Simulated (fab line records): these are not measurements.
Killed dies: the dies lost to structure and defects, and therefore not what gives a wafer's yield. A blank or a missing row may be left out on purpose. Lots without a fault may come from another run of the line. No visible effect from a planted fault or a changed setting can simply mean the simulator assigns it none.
The tool behind it: which one? + flow gf180mcu + 36 wafers sampled from 12 lots at 1 step of a route of 602

## WHAT EACH GAUGE READ, for each wafer
GF_SALICIDE_THK_MEAS_05: measures by xrf.
| lot  | measured     | on            | SALICIDE_TIN_THK (nm) |
|------|--------------|---------------|-----------------------|
| L075 | day 15 11:28 | film metro-01 | 19.79 19.72 19.84     |
| L077 | day 16 07:34 | film metro-01 | 19.71 19.67 19.71     |
| L079 | day 16 22:14 | film metro-04 | 19.51 19.82 19.65     |
| L081 | day 17 14:13 | film metro-03 | 19.35 19.32 19.23     |
| L083 | day 18 14:35 | film metro-01 | 19.68 19.96 20.11     |
| L085 | day 19 07:35 | film metro-01 | 19.24 19.45 19.25     |
| L087 | day 19 22:30 | film metro-04 | 19.90 19.81 19.49     |
| L089 | day 20 11:40 | film metro-04 | 19.88 19.55 19.64     |
| L091 | day 21 10:36 | film metro-04 | 19.56 19.40 19.90     |
| L093 | day 22 01:46 | film metro-01 | 19.85 19.79 19.68     |
| L095 | day 22 15:49 | film metro-01 | 19.89 20.00 20.17     |
| L097 | day 23 09:43 | film metro-04 | 19.86 20.10 20.03     |

## WHICH TOOL RAN EACH LOT (tool, then ch and the chambers of the sampled wafers, then the start)
Before these readings, the record contains no process step.

## THE ANSWER, worked out from the rows above alone
Rule: the lots themselves supply what counts as usual. The widest of any qualifying gaps counts: lots, ordered by their means at a reading, are off when they make up no more than a third of the lots, leave a main group of 4 or more, and stand apart from it by 3 or more times the standard deviation of that group's means. If all means in a main group match to the digits the tables above print for the reading, that group is not used. A lot without any number at a reading at which 4 lots or more have one is off too. Where the step has rows for the other lots, those lots are counted as sound.
Across all readings shown, no lot is off: no conclusion can be drawn from this.

## WHAT THE SIMULATOR HAD PUT IN
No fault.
